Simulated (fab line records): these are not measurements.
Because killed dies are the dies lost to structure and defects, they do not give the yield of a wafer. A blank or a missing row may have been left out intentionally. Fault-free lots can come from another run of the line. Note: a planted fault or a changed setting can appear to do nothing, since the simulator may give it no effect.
The tool behind it: which one? -- flow gf180mcu -- 12 lots with 36 wafers sampled at 5 steps, on a route of 602 steps

WHAT EACH GAUGE READ, for each wafer
GF_M5_OVL_MEAS_08. Usual: M5_OVL typically reads 1 nm, with standard deviation 6.5.
lot,measured,on,M5_OVL (nm),flag
L561,day 26 10:41,overlay-01,-8 -11 -9,
L562,day 26 21:49,overlay-02,9 10 3,
L563,day 27 01:19,overlay-02,0 -7 -7,
L566,day 28 01:08,overlay-01,2 0 -1,
L573,day 30 14:26,overlay-01,8 11 7,
L575,day 31 01:55,overlay-01,3 2 3,
L574,day 31 05:07,overlay-01,0 -3 3,
L577,day 31 12:09,overlay-01,-6 -9 -4,
L578,day 31 17:59,overlay-02,7 4 8,
L581,day 32 03:18,overlay-02,5 6 9,
L583,day 32 12:34,overlay-02,11 20 12,
L584,day 32 16:05,overlay-01,7 -6 6,

GF_V5_BOW_MEAS_05. Usual: V5_BOW typically reads 135 um, with standard deviation 10.
lot,measured,on,V5_BOW (um),flag
L561,day 26 11:59,film-metro-03,141 136 138,
L562,day 26 23:28,film-metro-04,135 135 154,
L563,day 27 02:49,film-metro-01,124 119 121,
L566,day 28 02:28,film-metro-01,138 134 126,
L573,day 30 15:47,film-metro-01,140 133 134,
L575,day 31 03:17,film-metro-04,121 109 131,
L574,day 31 06:28,film-metro-03,130 140 130,
L577,day 31 13:35,film-metro-03,134 145 131,
L578,day 31 19:24,film-metro-03,134 136 143,
L581,day 32 04:49,film-metro-03,119 138 118,
L583,day 32 14:07,film-metro-01,138 135 143,
L584,day 32 17:32,film-metro-03,141 142 139,

GF_PASSIVATION_THK_MEAS_03. Usual: PASSIVATION_CVD_02_THK typically reads 705 nm, with standard deviation 11.
lot,measured,on,PASSIVATION_CVD_02_THK (nm),flag
L561,day 28 06:34,film-metro-02,693 692 709,
L562,day 28 17:55,film-metro-04,695 709 703,
L563,day 28 21:26,film-metro-02,690 713 705,
L566,day 29 19:10,film-metro-04,694 702 703,
L573,day 32 05:11,film-metro-02,613 607 594 612 607 594,OFF
L575,day 32 16:25,film-metro-02,605 619 614 605 619 615,OFF
L574,day 32 20:32,film-metro-01,698 703 701,
L577,day 33 02:04,film-metro-04,715 688 713,
L578,day 33 07:57,film-metro-01,705 700 710,
L581,day 33 16:08,film-metro-02,696 695 703,
L583,day 34 02:11,film-metro-04,714 733 704,
L584,day 34 04:07,film-metro-04,701 713 720,

WHAT TOOL EACH LOT RAN ON (gives the tool, then ch and the chambers of the sampled wafers, and finally the start)
lot,GF_V5_CMP_04,GF_PASSIVATION_CVD_02
L561,"cmp-01 ch 0,1,3, day 26 11:41","pecvd-02 ch 0,1, day 28 06:08"
L562,"cmp-02 ch 2,3, day 26 23:10","pecvd-02 ch 0,2, day 28 17:37"
L563,"cmp-01 ch 1,2,3, day 27 02:29","pecvd-02 ch 0,1,2, day 28 21:08"
L566,"cmp-01 ch 1,2, day 28 02:07","pecvd-02 ch 1,2, day 29 18:51"
L573,"cmp-01 ch 1,3, day 30 15:28","pecvd-02 ch 0,2, day 32 04:53"
L575,"cmp-02 ch 1,2,3, day 31 02:58","pecvd-02 ch 0,1, day 32 15:59"
L574,"cmp-01 ch 0,1, day 31 06:13","pecvd-01 ch 0,2, day 32 20:06"
L577,"cmp-02 ch 0,1,3, day 31 13:17","pecvd-01 ch 0,1,2, day 33 01:47"
L578,"cmp-01 ch 1,2,3, day 31 19:09","pecvd-01 ch 0,1, day 33 07:40"
L581,"cmp-01 ch 0,2,3, day 32 04:31","pecvd-04 ch 0,2, day 33 15:51"
L583,"cmp-02 ch 1,2,3, day 32 13:55","pecvd-01 ch 0,2, day 34 01:53"
L584,"cmp-02 ch 0,1, day 32 17:12","pecvd-04 ch 0,1,2, day 34 03:48"
- GF_V5_CMP_04: polishes SiO2.
- GF_PASSIVATION_CVD_02: deposits Si3N4, target thk 700 nm, time 486.18 s.

AS READ BY THE TOOLS THEMSELVES (means over the sampled wafers that have a number; for cases with no such wafer, the mark the record gives instead)
GF_V5_CMP_04. Usual: motor-current-A 12.5 A, standard deviation 1.6; slurry-filter-dp-kPa 13.51 kPa, standard deviation 0.14.
lot,tool,motor-current-A (A),slurry-filter-dp-kPa (kPa),flag
L561,cmp-01,11.5,13.55,
L562,cmp-02,13.0,13.62,
L563,cmp-01,11.9,13.48,
L566,cmp-01,13.5,13.55,
L573,cmp-01,11.9,13.52,
L575,cmp-02,11.9,13.43,
L574,cmp-01,13.3,13.62,
L577,cmp-02,12.8,13.57,
L578,cmp-01,11.8,13.56,
L581,cmp-01,12.4,13.45,
L583,cmp-02,12.2,13.53,
L584,cmp-02,13.0,13.56,

GF_PASSIVATION_CVD_02. Usual: heater-power-outer-w 417 W, standard deviation 83; heater-power-w 703 W, standard deviation 120; rf-fwd-power-W 449.2 W, standard deviation 1.4; susceptor-temp-C 400.00 C, standard deviation 0.24.
lot,tool,heater-power-outer-w (W),heater-power-w (W),rf-fwd-power-W (W),susceptor-temp-C (C),flag
L561,pecvd-02,385,688,452.0,399.74,
L562,pecvd-02,473,828,447.9,400.26,
L563,pecvd-02,475,796,448.6,399.99,
L566,pecvd-02,492,816,448.7,399.47,
L573,pecvd-02,560,927,269.8,399.79,OFF
L575,pecvd-02,460,744,268.1,399.87,OFF
L574,pecvd-01,384,619,449.1,400.17,
L577,pecvd-01,380,648,449.5,400.31,
L578,pecvd-01,408,678,449.7,399.96,
L581,pecvd-04,506,797,449.7,400.16,
L583,pecvd-01,374,632,448.5,400.09,
L584,pecvd-04,427,713,448.8,400.19,

THE ANSWER, worked out from the rows above alone
Rule: lot off if the mean of its wafers having a number is beyond 3 standard deviations from the usual mean. Also off: a lot with no number at a reading for which 4 or more lots have one. Where the step has rows for the other lots, those lots are counted as sound. After the gauges, taken in route order, come the tools' own readings; for these a lot's mean is taken, as printed above. The first step at which some lot is off is used, and at that step the reading that is off furthest; a lot without a number counts as furthest.
Off: at GF_PASSIVATION_THK_MEAS_03 (PASSIVATION_CVD_02_THK), L573, L575.
If a tool, at a process step before that reading, ran all the lots that are off and no sound lot after the first of them, it fits. The gauges at GF_PASSIVATION_THK_MEAS_03 aren't tried: what is off there is off at GF_PASSIVATION_CVD_02 too, on other tools, and a gauge's error can't cause that. One fits: GF_PASSIVATION_CVD_02 on pecvd-02. Its last sound lot is L566 (day 29 18:51), its first lot that is off L573 (day 32 04:53): a fault that began between those two fits.
The tool's own readings at GF_PASSIVATION_CVD_02 bear it out: on the lots that are off they differ by more than 5 times the standard deviation of the sound lots' means. rf-fwd-power-W reads 269.0 W there against 449.2 W on the sound lots.

WHAT WAS PUT IN BY THE SIMULATOR
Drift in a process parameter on pecvd-02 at GF_PASSIVATION_CVD_02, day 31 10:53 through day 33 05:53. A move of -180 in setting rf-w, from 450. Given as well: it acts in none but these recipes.
Struck lots among those shown: L573, L575. Same finding as the rule above.
